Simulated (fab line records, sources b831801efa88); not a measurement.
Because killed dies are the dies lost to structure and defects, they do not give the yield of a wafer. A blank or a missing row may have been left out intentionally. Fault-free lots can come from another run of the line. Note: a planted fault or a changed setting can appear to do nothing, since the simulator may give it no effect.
A lot that was struck, set against a sound lot / flow sky130 / 32 steps out of a route of 708
Sound: the wafers L811.2, L811.5, L811.6. Struck: wafers L819.4, L819.6. (L819.3 of the same lot was not struck and is left out.) The cause comes at the end.
At each step with rows: each side's tool, then ch and its chambers, then its first start. Under that, the readings that differ: sound wafers / struck wafers / difference of the means / sigmas: that difference in standard deviations of wafers without a fault.
alike: a reading whose means differ by less than 2 such deviations, as well as words and numbers matching on both sides. not compared: withheld readings; readings where some wafer has no value; bounds like >300 that might hide an equal value; numbers whose values overlap and for which the record gives no deviation.
The two part at a step that has a row with sigmas, a row that says differs or no value, or rows on one side only. Numbers that don't overlap but have no deviation are shown without sigmas and don't part them. A reading that every wafer of one side lacks parts them only if that side has two wafers or more.

SKY_CAPM_THK_MEAS_01:
  sound: filmMetro-01 at day 38 11:55; struck: filmMetro-03 at day 40 09:43
  alike: CAPM_CVD_00_THK
SKY_CAPM_SPUTTER_02: material TiN, target thk 200 nm, time 166.7 s.
  sound: pvdSputter-04 at day 38 11:58; struck: pvdSputter-02 at day 40 09:46
  alike: throttleValvePct
SKY_CAPM_RS_MEAS_03: uses a four-point probe to measure.
  sound: filmMetro-02 at day 38 12:06; struck: filmMetro-01 at day 40 09:55
  alike: CAPM_TIN_RS
SKY_CAPM_THK_MEAS_04: measures by xrf.
  sound: filmMetro-02 at day 38 12:13; struck: filmMetro-01 at day 40 10:01
  alike: CAPM_TIN_THK
then, 7 steps without rows for these wafers: SKY_CAPM_DEHYDRATE_05 (time 60 s); SKY_CAPM_HMDS_06 (prime time 60 s); SKY_CAPM_COAT_07 (resist thk 1140 nm); SKY_CAPM_SOFTBAKE_08 (time 60 s); SKY_CAPM_EXPOSE_09 (exposes mask CAPM, target cd 1000 nm); SKY_CAPM_PEB_10; SKY_CAPM_DEVELOP_11 (develop time 61.76 s).
SKY_CAPM_OVL_MEAS_12:
  sound: overlay-02 at day 39 12:53; struck: overlay-02 at day 41 09:25
  alike: CAPM_OVL
SKY_CAPM_METAL_ETCH_13: etches TiN in Cl2/BCl3, stops on SiO2, target depth 220 nm, time 62.9 s.
  sound on rieMetal-04 ch 0,1, day 39 12:55; struck on rieMetal-01 ch 0, day 41 09:28
reading=oesProductAu (a.u.); sound=0.935 0.930 0.941; struck=0.870 0.871; difference=-0.065; sigmas=-9
reading=runLengthS (s); sound=91.6 91.0 92.0; struck=99.7 99.9; difference=+8.3; sigmas=+21
reading=throttleValvePct (%); sound=21.923 21.908 21.912; struck=21.940 21.940; difference=+0.026; sigmas=+3
reading=model.NOVOLAK_of_CAPM_COAT_07.thkNm (nm); sound=992.2 993.9 992.8; struck=968.5 968.7; difference=-24.4; sigmas=
reading=model.SiO2_of_CAPM_CVD_00.thkNm (nm); sound=15.11 15.33 15.23; struck=12.48 12.63; difference=-2.67; sigmas=
  alike: drypumpMotorCurrentA
  not compared: rfHoursCounterH
SKY_CAPM_STRIP_14: strips in O2/N2.
  sound on plasmaAsher-03 ch 0,1, day 39 13:00; struck on plasmaAsher-01 ch 0,1, day 41 09:33
reading=stripTimeToEndpointS (s); sound=12.64 12.66 12.66; struck=12.36 12.37; difference=-0.29; sigmas=-6
  alike: drypumpMotorCurrentA, o2FlowSccm, oesProductAu
  not compared: rfHoursCounterH
then, 11 steps without rows for these wafers: SKY_CAPM_STRIP_15 (strips in post etch residue remover, time 1200 s); SKY_CAPM_CLEAN_16 (cleans in IPA, time 180 s); SKY_CAPM_CLEAN_17 (cleans in O3/DIW); SKY_METAL3_DEHYDRATE_05 (time 60 s); SKY_METAL3_HMDS_06 (prime time 60 s); SKY_METAL3_COAT_07 (resist thk 60 nm); SKY_METAL3_COAT_08 (resist thk 1140 nm); SKY_METAL3_SOFTBAKE_09 (time 90 s); SKY_METAL3_EXPOSE_10 (exposes mask MM3, target cd 300 nm); SKY_METAL3_PEB_11; SKY_METAL3_DEVELOP_12 (develop time 60 s).
SKY_METAL3_CD_MEAS_13: target cd 300 nm.
  sound: cdSem-01 at day 40 14:18; struck: cdSem-02 at day 42 09:35
  alike: cdNm
SKY_METAL3_OVL_MEAS_14:
  sound: overlay-01 at day 40 14:25; struck: overlay-02 at day 42 09:41
reading=METAL3_OVL (nm); sound=-5 -11 5; struck=11 4; difference=+11; sigmas=+2
SKY_METAL3_DESCUM_15: chemistry O2, time 8 s.
  sound on rieMetal-01 ch 0,1, day 40 14:26; struck on rieMetal-02 ch 0,1, day 42 09:43
reading=drypumpMotorCurrentA (A); sound=5.1 5.1 5.6; struck=6.3 6.0; difference=+0.9; sigmas=+3
  alike: oesProductAu
  not compared: rfHoursCounterH
SKY_METAL3_ETCH_16: etches BARC in N2/H2, stops on SiO2, time 88.2 s, target depth 60 nm.
  sound on rieMetal-01 ch 0,1, day 40 14:28; struck on rieMetal-02 ch 0,1, day 42 09:46
reading=drypumpMotorCurrentA (A); sound=5.1 5.1 5.7; struck=6.3 6.0; difference=+0.9; sigmas=+3
reading=h2FlowSccm (sccm); sound=199.1 199.0 199.9; struck=201.1 200.6; difference=+1.5; sigmas=+2
  alike: oesProductAu, runLengthS, throttleValvePct
  not compared: rfHoursCounterH
SKY_METAL3_ETCH_17: etches SiO2 in C4F8/O2/Ar, stops on TiN, time 3.9 s, target depth 15 nm.
  sound on rieDiel-02 ch 1,2, day 40 14:34; struck on rieDiel-03 ch 1,3, day 42 09:50
reading=oesProductAu (a.u.); sound=0.751 0.751 0.745; struck=0.681 0.687; difference=-0.065; sigmas=-8
  not compared: rfHoursCounterH
SKY_METAL3_METAL_ETCH_18: etches the open film in Cl2/BCl3, stops on SiO2, target depth 845 nm, time 183.1 s.
  sound on rieMetal-02 ch 0,1, day 40 14:35; struck on rieMetal-04 ch 0,1, day 42 09:55
  alike: drypumpMotorCurrentA, oesProductAu, runLengthS, throttleValvePct
  not compared: rfHoursCounterH
-- the record jumps here: 7 days lie between the struck wafers' starts before and after (it left off in module METAL3 and takes up again in module PAD_OPEN, whose first step shown is number 708 of the route) --
SKY_PAD_OPEN_PROBE_99:
  sound: prober-02 at day 47 12:34; struck: prober-01 at day 48 22:36
reading=killedShort; sound=44 45 41; struck=31 28; difference=-14; sigmas=-2
reading=sort_bin_5_function (%); sound=11.8 10.6 8.9; struck=8.1 6.9; difference=-2.9; sigmas=-2
reading=model.etest.capMim.leakLog10ACm2; sound=-9.061 -8.782 -9.085; struck=-8.576 -8.643; difference=+0.367; sigmas=
  alike: defectLimitedYield, killed_at_M0_to_M3, killed_at_M4_up, killedAtContacts, killedAtFrontEnd, killedAtOther, killedDies, killedOpen, sort_bin_3_pad_short, sort_bin_6_memory, sortNPass, sortYieldPct
  not compared: model.etest.capMim.bvV

WHERE THEY PART
Last at SKY_PAD_OPEN_PROBE_99 as far as this record goes, first at SKY_CAPM_METAL_ETCH_13.

WHY: the cause the simulator had injected
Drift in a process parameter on rieMetal-01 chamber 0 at SKY_CAPM_METAL_ETCH_13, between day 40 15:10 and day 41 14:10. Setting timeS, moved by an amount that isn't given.
